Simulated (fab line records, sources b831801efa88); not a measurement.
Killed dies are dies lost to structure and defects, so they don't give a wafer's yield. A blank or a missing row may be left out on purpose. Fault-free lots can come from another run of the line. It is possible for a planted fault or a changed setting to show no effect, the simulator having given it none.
Chamber matching	flow sky130	SKY_METAL3_ETCH_17 on rie-diel-03 has 4 sister chambers
The step etches SiO2 in C4F8/O2/Ar, stops on TiN, time 3.9 s, target depth 15 nm. 16 wafers are shown with their chamber, then 8 later ones without.

## WAFERS WITH THEIR CHAMBER
wafer	chamber	oes-product-au (a.u.)
L078.1	1	0.748
L078.2	2	0.748
L078.3	3	0.758
L078.4	0	0.750
L078.5	2	0.748
L078.6	3	0.753
L085.1	2	0.754
L085.3	1	0.760
L085.4	1	0.749
L086.1	0	0.762
L086.3	3	0.745
L086.6	2	0.756
L089.1	3	0.749
L089.3	2	0.753
L089.6	3	0.745
L091.3	2	0.747

SIGNATURES (averages over the wafers above)
reading	chamber 0	chamber 1	chamber 2	chamber 3	scatter within a chamber
oes-product-au	0.75600	0.75233	0.75100	0.75000	0.00545
Rule: a wafer's distance from a chamber is the root of the sum, over the readings, of the square of ((its reading less the chamber's mean) divided by the reading's scatter). The wafer belongs to the nearest chamber; if the next one is less than 2 further off, it can't be placed. The scatter: the root of (the sum of the squares of (reading less its chamber's mean) over the shown wafers, divided by (wafers less chambers)).

## WAFERS WITHOUT THEIR CHAMBER
wafer	oes-product-au (a.u.)
L091.4	0.754
L091.5	0.757
L097.1	0.762
L097.2	0.756
L097.3	0.758
L097.4	0.769
L097.5	0.757
L097.6	0.761

## WHICH CHAMBER EACH WENT THROUGH
wafer	from the rows above	in truth
L091.4	can't be placed: 1 or 0 or 2 or 3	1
L091.5	can't be placed: 0 or 1 or 2 or 3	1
L097.1	can't be placed: 0 or 1 or 2 or 3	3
L097.2	can't be placed: 0 or 1 or 2 or 3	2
L097.3	can't be placed: 0 or 1 or 2 or 3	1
L097.4	can't be placed: 0 or 1 or 2 or 3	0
L097.5	can't be placed: 0 or 1 or 2 or 3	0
L097.6	can't be placed: 0 or 1 or 2 or 3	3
Correct placement for 0 of the 8. These rows do not allow placing 8 (true chamber among the candidates in 8). 0 placed wrongly.
